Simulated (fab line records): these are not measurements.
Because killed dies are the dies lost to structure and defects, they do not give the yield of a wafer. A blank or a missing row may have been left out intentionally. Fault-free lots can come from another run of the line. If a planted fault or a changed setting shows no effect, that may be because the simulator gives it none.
fab line records    flow sky130
[record] lots = 5  wafers = 23
route steps=708 shown VIA3@573 METAL4@598 CAP2M@610 VIA4@641
startH: hours from the record's first day to the start of the lot's first wafer shown    waitH: hours elapsed since this lot's preceding step    " identical to the entry in the row above    L1.1+2: a single row standing in for several wafers    - no value present, or no start provided    * or withheld: withheld    < > ~ a bound
route shown NAME@n: names a module that has steps shown in the file, with the first one's number in the route    usual: mean/standard deviation of fault-free wafers    same: alike in all rows    chamber/n: place in a boat    sites: the reading at each site    _std_site: the values' standard deviation    _edge_site: mean of outer sites minus mean of inner sites    radiusMm: for every site, how far away it sits from the centre of the wafer    mask NAME#n: copy n    behind: the tool/chamber that last shaped the wafer    hold: the reason the lot was held/the length of the hold in hours/how it ended    device: the transistor (n, p or np) that didn't switch    end of line: the tests these same wafers got at the end of their route    a step with no rows: only its recipe    killed: the dies lost at the first sort to structure and to defects; this is not the yield of the wafer    map: a wafer's dies, marking killed ones x, the rest . and places with no die _
set.NAME: the run value of the setting; set.NAME@STEP: its run value at that earlier step    model.NAME: the simulator's own value behind a step, which no gauge read
lots run with intentionally changed settings; tables by step, rows by wafer
[[steps]]
[step SKY_VIA3_HDPCVD_00]
[recipe] material = SiO2  targetThkNm = 1635  sigmaOpenFrac = 0.3  timeS = 272.5  tempC = 400  sih4FlowSccm = 60  pressureMtorr = 6
lot.wafer   tool       chamber  startH   waitH  set.timeS  model.SiO2_of_VIA3_HDPCVD_00.thkNm
L075.1+4+5  hdpcvd-01  2,0,1    904.29   0.0    272.5      -
L075.2+6    "          0,2      "        "      307        -
L078.1      hdpcvd-02  1        927.17   0.0    272.5      1619
L078.4      "          2        "        "      272.5      1643
L078.6      "          1        "        "      272.5      1628
L079.1+6    hdpcvd-02  1,2      941.56   0.0    243.7      -
L079.3      "          0        "        "      272.5      1611
L079.4      "          0        "        "      272.5      1655
L079.5      "          1        "        "      243.7      1457
L084.1      hdpcvd-02  2        991.55   0.0    272.5      1637
L084.3      "          1        "        "      244.7      1461
L084.4      "          2        "        "      272.5      1643
L084.5      "          1        "        "      272.5      1625
L084.6      "          0        "        "      244.7      1454
L085.1+3    hdpcvd-01  1,0      1000.29  0.0    272.5      -
L085.2      "          2        "        "      257        1529
L085.4      "          1        "        "      272.5      1594
L085.6      "          0        "        "      257        -
[step SKY_VIA3_THK_MEAS_01]
[recipe] reads = SiO2_of_VIA3_HDPCVD_00
[usual] VIA3_HDPCVD_THK = 1629/19
lot.wafer  tool          chamber  startH   waitH  set.timeS@VIA3_HDPCVD_00  VIA3_HDPCVD_THK[nm]
L075.1     filmMetro-01  -        904.46   0.1    272.5                     1632
L075.2     "             -        "        "      307                       1827
L075.4     "             -        "        "      272.5                     1626
L075.5     "             -        "        "      272.5                     1613
L075.6     "             -        "        "      307                       1843
L078.1     filmMetro-04  -        927.34   0.1    272.5                     1619
L078.4     "             -        "        "      272.5                     1645
L078.6     "             -        "        "      272.5                     1629
L079.1     filmMetro-02  -        941.73   0.1    243.7                     1450
L079.3     "             -        "        "      272.5                     1612
L079.4     "             -        "        "      272.5                     1655
L079.5     "             -        "        "      243.7                     1456
L079.6     "             -        "        "      243.7                     1504
L084.1     filmMetro-02  -        991.72   0.1    272.5                     1637
L084.3     "             -        "        "      244.7                     1461
L084.4     "             -        "        "      272.5                     1643
L084.5     "             -        "        "      272.5                     1624
L084.6     "             -        "        "      244.7                     1453
L085.1     filmMetro-04  -        1000.46  0.1    272.5                     1595
L085.2     "             -        "        "      257                       1528
L085.3     "             -        "        "      272.5                     1654
L085.4     "             -        "        "      272.5                     1593
L085.6     "             -        "        "      257                       1533
[step SKY_VIA3_CMP_02]
[recipe] material = SiO2  downForcePsi = 4  platenRpm = 60  padVelocityMS = 0.94248
lot.wafer   tool    chamber  startH   waitH  set.leaveAboveRefNm  model.SiO2_of_VIA3_HDPCVD_00.thkNm
L075.4+2+6  cmp-01  0,2,3    904.57   0.1    465                  -
L075.1+5    "       1,0      "        "      485                  -
L078.4      cmp-01  0        927.40   0.0    465                  468.1
L078.1      "       1        "        "      465                  464.7
L078.6      "       1        "        "      465                  464.5
L079.3      cmp-02  2        941.79   0.0    465                  464.5
L079.1      "       3        "        "      465                  -
L079.4      "       0        "        "      482.7                481.1
L079.6      "       2        "        "      482.7                -
L079.5      "       3        "        "      482.7                482.6
L084.4      cmp-01  1        992.00   0.2    465                  464.7
L084.1      "       2        "        "      465                  464
L084.3      "       0        "        "      465                  467.8
L084.5      "       1        "        "      465                  465.7
L084.6      "       2        "        "      465                  463.9
L085.3+6    cmp-01  0        1000.52  0.0    436.2                -
L085.4      "       1        "        "      465                  464.9
L085.2      "       2        "        "      436.2                435.3
L085.1      "       3        "        "      465                  -
[step SKY_VIA3_DEHYDRATE_04]
[recipe] tempC = 200  timeS = 60
[step SKY_VIA3_ETCH_14]
[recipe] chemistry = N2/H2  target = BARC  ionEnergyEv = 200  sourceW = 500  biasW = 100  pressureMtorr = 30  n2FlowSccm = 100  h2FlowSccm = 200  stopOn = SiO2  timeS = 45.9  targetDepthA = 600
[step SKY_VIA3_ETCH_15]
[recipe] target = SiO2  chemistry = C4F8/O2/Ar  targetDepthNm = 507  stopOn = TiN  maskMaterial = KrF-thick  sourceW = 1500  biasW = 1200  pressureMtorr = 40  c4f8FlowSccm = withheld  O2_flow_sccm = 6  Ar_flow_sccm = 300  timeS = 78
[usual] oesProductAu = 0.945/0.0054
lot.wafer  tool        chamber  startH   waitH  set.leaveAboveRefNm@VIA3_CMP_02  oesProductAu  model.VIA3.featureDepthNm
L075.1     rieDiel-01  3        929.93   0.0    485                              0.964         484.3
L075.2     "           0        "        "      465                              0.939         462.5
L075.4     "           3        "        "      465                              0.945         467.1
L075.5     "           0        "        "      485                              0.978         486.5
L075.6     "           1        "        "      465                              0.947         464.1
L078.1     rieDiel-03  0        952.17   0.0    465                              0.942         464.7
L078.4     "           2        "        "      465                              0.960         468.1
L078.6     "           2        "        "      465                              0.947         464.5
L079.1     rieDiel-02  2        966.57   0.0    465                              0.940         464.9
L079.3     "           1        "        "      465                              0.943         464.5
L079.4     "           0        "        "      482.7                            0.956         481.1
L079.5     "           0        "        "      482.7                            0.962         482.6
L079.6     "           3        "        "      482.7                            0.966         481.5
L084.1     rieDiel-02  1        1015.77  0.0    465                              0.940         464
L084.3     "           2        "        "      465                              0.942         467.8
L084.4     "           3        "        "      465                              0.947         464.7
L084.5     "           1        "        "      465                              0.952         465.7
L084.6     "           2        "        "      465                              0.934         463.9
L085.1     rieDiel-02  0        1021.98  0.0    465                              0.948         464.5
L085.2     "           1        "        "      436.2                            0.920         435.3
L085.3     "           2        "        "      436.2                            0.908         438.9
L085.4     "           3        "        "      465                              0.952         464.9
L085.6     "           1        "        "      436.2                            0.914         438.1
[step SKY_VIA3_STRIP_16]
[recipe] chemistry = O2/N2  powerW = 1400  pressureMtorr = 1500  platenTempC = withheld  o2FlowSccm = 3000  n2FlowSccm = 300  overashFraction = 0.5
[usual] stripTimeToEndpointS = 4.14/0.033
lot.wafer  tool            chamber  startH   waitH  set.pressureMtorr  stripTimeToEndpointS
L075.1     plasmaAsher-02  1        929.99   0.0    1500               4.13
L075.2     "               0        "        "      1500               4.13
L075.4     "               0        "        "      1500               4.10
L075.5     "               0        "        "      1500               4.10
L075.6     "               1        "        "      1500               4.14
L078.1     plasmaAsher-04  1        952.23   0.0    1500               4.15
L078.4     "               1        "        "      1500               4.14
L078.6     "               1        "        "      1500               4.16
L079.1     plasmaAsher-02  1        966.63   0.0    1324               4.31
L079.3     "               0        "        "      1324               4.25
L079.4     "               1        "        "      1324               4.30
L079.5     "               1        "        "      1324               4.30
L079.6     "               0        "        "      1324               4.26
L084.1     plasmaAsher-02  0        1015.83  0.0    1500               4.14
L084.3     "               0        "        "      1500               4.18
L084.4     "               1        "        "      1500               4.14
L084.5     "               0        "        "      1500               4.13
L084.6     "               1        "        "      1500               4.19
L085.1     plasmaAsher-01  0        1022.04  0.0    1315               4.30
L085.2     "               1        "        "      1315               4.24
L085.3     "               0        "        "      1315               4.33
L085.4     "               1        "        "      1315               4.26
L085.6     "               1        "        "      1315               4.26
[step SKY_METAL4_SPUTTER_00]
[recipe] material = Ti  targetThkNm = 15  powerW = 3000  timeS = 10  chamberPressurePa = 0.4
lot.wafer  tool           chamber  startH   waitH  set.powerW  model.Ti_of_METAL4_SPUTTER_00.thkNm
L075.1     pvdSputter-04  -        931.28   0.1    2776        13.65
L075.2     "              -        "        "      3000        14.91
L075.4     "              -        "        "      3000        14.97
L075.5     "              -        "        "      2776        13.66
L075.6     "              -        "        "      2776        13.75
L078.1     pvdSputter-04  -        953.53   0.1    3000        15
L078.4     "              -        "        "      3000        14.79
L078.6     "              -        "        "      3000        14.78
L079.1     pvdSputter-01  -        967.89   0.1    3177        15.8
L079.3     "              -        "        "      3000        14.66
L079.4     "              -        "        "      3000        14.86
L079.5     "              -        "        "      3000        14.56
L079.6     "              -        "        "      3177        15.74
L084.1     pvdSputter-01  -        1017.77  0.2    3000        14.59
L084.3+4   "              -        "        "      2896        14.44
L084.5     "              -        "        "      3000        14.89
L084.6     "              -        "        "      2896        14.08
L085.1     pvdSputter-01  -        1023.47  0.2    2675        13.46
L085.2     "              -        "        "      3000        14.9
L085.3     "              -        "        "      2675        13.1
L085.4     "              -        "        "      3000        15.02
L085.6     "              -        "        "      2675        13.53
[step SKY_METAL4_SPUTTER_02]
[recipe] material = AlCu  targetThkNm = 735  powerW = 10600  timeS = 39.1  chamberPressurePa = 0.4
lot.wafer  tool           chamber  startH   waitH  set.timeS  model.AlCu_of_METAL4_SPUTTER_02.thkNm
L075.1     pvdSputter-04  -        931.33   0.0    34.64      646.6
L075.2     "              -        "        "      34.64      662.5
L075.4     "              -        "        "      34.64      658.3
L075.5     "              -        "        "      39.1       732.6
L075.6     "              -        "        "      39.1       733.8
L078.1     pvdSputter-04  -        953.58   0.0    39.1       741.7
L078.4     "              -        "        "      39.1       734.5
L078.6     "              -        "        "      39.1       737.5
L079.1     pvdSputter-01  -        967.93   0.0    39.1       741.1
L079.3     "              -        "        "      39.1       740.5
L079.4     "              -        "        "      39.1       728.7
L079.5     "              -        "        "      40.96      768.5
L079.6     "              -        "        "      40.96      778.7
L084.1     pvdSputter-01  -        1017.82  0.0    39.1       735.3
L084.3     "              -        "        "      39.1       722.2
L084.4     "              -        "        "      39.1       732.6
L084.5     "              -        "        "      39.1       733.6
L084.6     "              -        "        "      39.1       732.2
L085.1     pvdSputter-01  -        1023.52  0.0    39.1       724.8
L085.2     "              -        "        "      39.1       736.8
L085.3     "              -        "        "      39.1       728.6
L085.4     "              -        "        "      39.1       733.8
L085.6     "              -        "        "      39.1       731.5
[step SKY_CAP2M_COAT_07]
[recipe] resist = NOVOLAK  spinRpm = 3000  resistThkNm = 1140
lot.wafer  tool           chamber  startH   waitH  set.spinRpm  model.NOVOLAK_of_CAP2M_COAT_07.thkNm
L075.1+5   lithoTrack-04  0        944.19   0.1    3000         1144
L075.2     "              0        "        "      3000         1143
L075.4     "              0        "        "      3079         1131
L075.6     "              0        "        "      3079         1129
L078.1     lithoTrack-01  0        966.75   0.1    3000         1144
L078.4     "              0        "        "      3000         1139
L078.6     "              0        "        "      3000         1137
L079.1     lithoTrack-01  0        979.10   0.1    3000         1140
L079.3     "              0        "        "      3000         1135
L079.4     "              0        "        "      3000         1138
L079.5     "              0        "        "      3000         1137
L079.6     "              0        "        "      3000         1134
L084.1     lithoTrack-01  0        1027.40  0.1    2896         1156
L084.3     "              0        "        "      2896         1161
L084.4     "              0        "        "      2896         1158
L084.5     "              0        "        "      3000         1133
L084.6     "              0        "        "      3000         1135
L085.1     lithoTrack-01  0        1035.80  0.1    3000         1141
L085.2     "              0        "        "      3081         1125
L085.3+4   "              0        "        "      3081         1127
L085.6     "              0        "        "      3000         1139
[step SKY_CAP2M_METAL_ETCH_13]
[recipe] targetDepthNm = 220  stopOn = SiO2  chemistry = Cl2/BCl3  target = TiN  pressureMtorr = 10  icpW = 900  biasW = 48.5  Cl2_flow_sccm = 60  bcl3FlowSccm = 30  timeS = 62.9
lot.wafer  tool         chamber  startH   waitH  set.pressureMtorr  set.spinRpm@CAP2M_COAT_07  model.NOVOLAK_of_CAP2M_COAT_07.thkNm
L075.1     rieMetal-03  0        956.03   0.0    10.94              3000                       995.6
L075.2     "            1        "        "      10.94              3000                       994.9
L075.4     "            0        "        "      10.94              3079                       982.7
L075.5     "            1        "        "      10.94              3000                       995.7
L075.6     "            0        "        "      10.94              3079                       981.7
L078.1     rieMetal-02  1        978.28   0.0    10                 3000                       995.4
L078.4     "            0        "        "      10                 3000                       986.7
L078.6     "            1        "        "      10                 3000                       988.1
L079.1     rieMetal-04  1        991.62   0.0    10                 3000                       994.2
L079.3     "            1        "        "      10                 3000                       991.5
L079.4     "            0        "        "      10                 3000                       992
L079.5     "            0        "        "      10                 3000                       990.1
L079.6     "            1        "        "      10                 3000                       988.5
L084.1     rieMetal-03  0        1039.63  0.0    11.43              2896                       1008
L084.3     "            1        "        "      11.43              2896                       1013
L084.4     "            0        "        "      11.43              2896                       1009
L084.5     "            1        "        "      11.43              3000                       985.6
L084.6     "            0        "        "      11.43              3000                       986.6
L085.1     rieMetal-04  1        1045.27  0.0    10                 3000                       994.3
L085.2     "            0        "        "      10                 3081                       980.6
L085.3     "            1        "        "      10                 3081                       980.9
L085.4     "            0        "        "      10                 3081                       982
L085.6     "            0        "        "      10                 3000                       994
[step SKY_CAP2M_STRIP_14]
[recipe] chemistry = O2/N2  powerW = 1400  pressureMtorr = 1500  platenTempC = withheld  o2FlowSccm = 3000  n2FlowSccm = 300  overashFraction = 0.5
[usual] stripTimeToEndpointS = 12.64/0.041
lot.wafer  tool            chamber  startH   waitH  set.spinRpm@CAP2M_COAT_07  stripTimeToEndpointS
L075.1     plasmaAsher-02  0        956.11   0.1    3000                       12.67
L075.2     "               1        "        "      3000                       12.68
L075.4     "               1        "        "      3079                       12.55
L075.5     "               0        "        "      3000                       12.67
L075.6     "               1        "        "      3079                       12.52
L078.1     plasmaAsher-02  1        978.35   0.1    3000                       12.69
L078.4     "               0        "        "      3000                       12.58
L078.6     "               0        "        "      3000                       12.60
L079.1     plasmaAsher-02  0        991.69   0.1    3000                       12.66
L079.3     "               1        "        "      3000                       12.64
L079.4     "               0        "        "      3000                       12.64
L079.5     "               0        "        "      3000                       12.63
L079.6     "               1        "        "      3000                       12.59
L084.1     plasmaAsher-02  1        1039.71  0.1    2896                       12.81
L084.3     "               0        "        "      2896                       12.79
L084.4     "               1        "        "      2896                       12.85
L084.5     "               1        "        "      3000                       12.57
L084.6     "               0        "        "      3000                       12.56
L085.1     plasmaAsher-03  0        1045.34  0.1    3000                       12.66
L085.2     "               1        "        "      3081                       12.50
L085.3     "               1        "        "      3081                       12.50
L085.4     "               0        "        "      3081                       12.53
L085.6     "               0        "        "      3000                       12.68
[step SKY_METAL4_METAL_ETCH_18]
[recipe] targetDepthA = 8450  stopOn = SiO2  overEtchFrac = 0.3  timeS = 183.1  chemistry = Cl2/BCl3  resistSidewallDeg = 88  pressureMtorr = 10  icpW = 900  biasW = 48.5  Cl2_flow_sccm = 60  bcl3FlowSccm = 30
[usual] oesProductAu = 0.867/0.0061
lot.wafer  tool         chamber  startH   waitH  set.pressureMtorr  set.timeS@METAL4_SPUTTER_02  oesProductAu
L075.1     rieMetal-01  0        980.64   0.0    10.77              34.64                        0.814
L075.2     "            1        "        "      10.77              34.64                        0.825
L075.4     "            0        "        "      10.77              34.64                        0.820
L075.5     "            0        "        "      10.77              39.1                         0.869
L075.6     "            1        "        "      10.77              39.1                         0.861
L078.1     rieMetal-03  0        1002.40  0.0    10                 39.1                         0.872
L078.4     "            0        "        "      10                 39.1                         0.860
L078.6     "            1        "        "      10                 39.1                         0.870
L079.1     rieMetal-04  0        1015.69  0.0    8.71               39.1                         0.868
L079.3     "            1        "        "      8.71               39.1                         0.873
L079.4     "            0        "        "      8.71               39.1                         0.866
L079.5     "            0        "        "      8.71               40.96                        0.892
L079.6     "            1        "        "      8.71               40.96                        0.889
L084.1     rieMetal-01  1        1062.40  0.0    9.169              39.1                         0.864
L084.3     "            0        "        "      9.169              39.1                         0.861
L084.4     "            1        "        "      9.169              39.1                         0.868
L084.5     "            0        "        "      9.169              39.1                         0.870
L084.6     "            1        "        "      9.169              39.1                         0.862
L085.1     rieMetal-01  1        1067.75  0.0    10                 39.1                         0.863
L085.2     "            0        "        "      10                 39.1                         0.861
L085.3     "            1        "        "      10                 39.1                         0.865
L085.4     "            0        "        "      10                 39.1                         0.870
L085.6     "            0        "        "      10                 39.1                         0.862
[step SKY_VIA4_CMP_02]
[recipe] material = SiO2  downForcePsi = 4  platenRpm = 60  padVelocityMS = 0.94248
lot.wafer  tool    chamber  startH   waitH  set.leaveAboveRefNm  model.SiO2_of_VIA4_HDPCVD_00.thkNm
L075.1     cmp-01  3        981.77   0.1    580                  581.1
L075.2     "       0        "        "      622.7                625.7
L075.4     "       1        "        "      622.7                622.3
L075.5     "       2        "        "      580                  579.1
L075.6     "       3        "        "      622.7                622.6
L078.4     cmp-01  1        1003.55  0.1    580                  579.7
L078.1     "       3        "        "      580                  579.5
L078.6     "       1        "        "      580                  579
L079.4     cmp-01  2        1017.17  0.5    580                  577.1
L079.1     "       0        "        "      580                  580.5
L079.3     "       1        "        "      580                  579.2
L079.6     "       2        "        "      580                  576.4
L079.5     "       3        "        "      580                  579.6
L084.1     cmp-01  2        1063.61  0.1    580                  577.1
L084.3     "       3        "        "      580                  578.6
L084.4     "       0        "        "      544.7                545
L084.6     "       2        "        "      580                  577.5
L084.5     "       3        "        "      544.7                544.7
L085.1     cmp-01  0        1068.95  0.2    544.8                545
L085.4     "       1        "        "      580                  578.3
L085.3     "       2        "        "      544.8                542
L085.2     "       3        "        "      544.8                543.5
L085.6     "       1        "        "      580                  578.8
[step SKY_VIA4_DEVELOP_10]
[recipe] resist = NOVOLAK  developer = TMAH  developTimeS = 60  devTempC = 23
lot.wafer   tool           chamber  startH   waitH  set.devTempC
L075.1+4+5  lithoTrack-04  0        1004.44  0.1    25.55
L075.2+6    "              0        "        "      23
L078.1+4+6  lithoTrack-04  0        1025.99  0.1    23
L079.1+4    lithoTrack-03  0        1039.53  0.1    23
L079.3+5+6  "              0        "        "      26.75
L084.1+6    lithoTrack-02  0        1085.07  0.1    19.92
L084.3+4+5  "              0        "        "      23
L085.1+2+6  lithoTrack-04  0        1089.59  0.1    25.61
L085.3+4    "              0        "        "      23
[step SKY_VIA4_ETCH_12]
[recipe] target = SiO2  chemistry = C4F8/O2/Ar  stopOn = TiN  maskMaterial = NOVOLAK  sourceW = 1500  biasW = 1200  pressureMtorr = 40  c4f8FlowSccm = withheld  O2_flow_sccm = 6  Ar_flow_sccm = 300  timeS = withheld  targetDepthA = 5800
[usual] oesProductAu = 0.925/0.004
lot.wafer  tool        chamber  startH   waitH  set.leaveAboveRefNm@VIA4_CMP_02  set.devTempC@VIA4_DEVELOP_10  oesProductAu  model.VIA4.cdNm  model.VIA4.featureDepthNm
L075.1     rieDiel-04  0        1004.63  0.0    580                              25.55                         0.929         789              581.1
L075.2     "           1        "        "      622.7                            23                            0.969         798.4            625.7
L075.4     "           3        "        "      622.7                            25.55                         0.967         790.9            622.3
L075.5     "           0        "        "      580                              25.55                         0.923         790.7            579.1
L075.6     "           1        "        "      622.7                            23                            0.968         800.8            622.6
L078.1     rieDiel-02  3        1026.18  0.0    580                              23                            0.919         799.6            579.5
L078.4     "           2        "        "      580                              23                            0.925         796.2            579.7
L078.6     "           3        "        "      580                              23                            0.930         800.4            579
L079.1     rieDiel-04  0        1039.72  0.0    580                              23                            0.925         800.6            580.5
L079.3     "           2        "        "      580                              26.75                         0.917         789.1            579.2
L079.4     "           3        "        "      580                              23                            0.920         803.1            577.1
L079.5     "           0        "        "      580                              26.75                         0.917         789.3            579.6
L079.6     "           2        "        "      580                              26.75                         0.922         790              576.4
L084.1     rieDiel-02  2        1085.26  0.0    580                              19.92                         0.920         807.4            577.1
L084.3     "           3        "        "      580                              23                            0.924         799              578.6
L084.4     "           0        "        "      544.7                            23                            0.886         798.2            545
L084.5     "           0        "        "      544.7                            23                            0.891         797.4            544.7
L084.6     "           3        "        "      580                              19.92                         0.921         809              577.5
L085.1     rieDiel-03  2        1089.78  0.0    544.8                            25.61                         0.892         788.2            545
L085.2     "           1        "        "      544.8                            25.61                         0.891         791.2            543.5
L085.3     "           3        "        "      544.8                            23                            0.890         799.5            542
L085.4     "           0        "        "      580                              23                            0.919         798.1            578.3
L085.6     "           1        "        "      580                              25.61                         0.926         790.9            578.8
[[key]]
[split] step = SKY_VIA3_HDPCVD_00  setting = timeS  stated = 272.5  by = wafer
[response] step = SKY_VIA3_HDPCVD_00  reading = model.SiO2_of_VIA3_HDPCVD_00.thkNm  change = +16.7  per = 1%  r = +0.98
[response] step = SKY_VIA3_THK_MEAS_01  reading = VIA3_HDPCVD_THK  change = +16.4  per = 1%  r = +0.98
[split] step = SKY_VIA3_CMP_02  setting = leaveAboveRefNm  stated = 465  by = wafer
[response] step = SKY_VIA3_CMP_02  reading = model.SiO2_of_VIA3_HDPCVD_00.thkNm  change = +4.71  per = 1%  r = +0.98
[response] step = SKY_VIA3_ETCH_15  reading = oesProductAu  change = +0.00581  per = 1%  r = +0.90
[response] step = SKY_VIA3_ETCH_15  reading = model.VIA3.featureDepthNm  change = +4.53  per = 1%  r = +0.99
[split] step = SKY_VIA3_STRIP_16  setting = pressureMtorr  stated = 1500  by = lot
[response] step = SKY_VIA3_STRIP_16  reading = stripTimeToEndpointS  change = *  per = 1%  r = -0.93
[split] step = SKY_METAL4_SPUTTER_00  setting = powerW  stated = 3000  by = wafer
[response] step = SKY_METAL4_SPUTTER_00  reading = model.Ti_of_METAL4_SPUTTER_00.thkNm  change = +0.157  per = 1%  r = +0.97
[split] step = SKY_METAL4_SPUTTER_02  setting = timeS  stated = 39.1  by = wafer
[response] step = SKY_METAL4_SPUTTER_02  reading = model.AlCu_of_METAL4_SPUTTER_02.thkNm  change = +6.93  per = 1%  r = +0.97
[response] step = SKY_METAL4_METAL_ETCH_18  reading = oesProductAu  change = +0.00403  per = 1%  r = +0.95
[split] step = SKY_CAP2M_COAT_07  setting = spinRpm  stated = 3000  by = wafer
[response] step = SKY_CAP2M_COAT_07  reading = model.NOVOLAK_of_CAP2M_COAT_07.thkNm  change = -5.92  per = 1%  r = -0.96
[response] step = SKY_CAP2M_METAL_ETCH_13  reading = model.NOVOLAK_of_CAP2M_COAT_07.thkNm  change = -5.77  per = 1%  r = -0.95
[response] step = SKY_CAP2M_STRIP_14  reading = stripTimeToEndpointS  change = *  per = 1%  r = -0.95
[split] step = SKY_CAP2M_METAL_ETCH_13  setting = pressureMtorr  stated = 10  by = lot
response none clear
[split] step = SKY_METAL4_METAL_ETCH_18  setting = pressureMtorr  stated = 10  by = lot
response none clear
[split] step = SKY_VIA4_CMP_02  setting = leaveAboveRefNm  stated = 580  by = wafer
[response] step = SKY_VIA4_CMP_02  reading = model.SiO2_of_VIA4_HDPCVD_00.thkNm  change = +5.72  per = 1%  r = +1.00
[response] step = SKY_VIA4_ETCH_12  reading = oesProductAu  change = +0.00551  per = 1%  r = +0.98
[response] step = SKY_VIA4_ETCH_12  reading = model.VIA4.featureDepthNm  change = +5.72  per = 1%  r = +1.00
[split] step = SKY_VIA4_DEVELOP_10  setting = devTempC  stated = 23  by = wafer
[response] step = SKY_VIA4_ETCH_12  reading = model.VIA4.cdNm  change = -0.773  per = 1%  r = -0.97
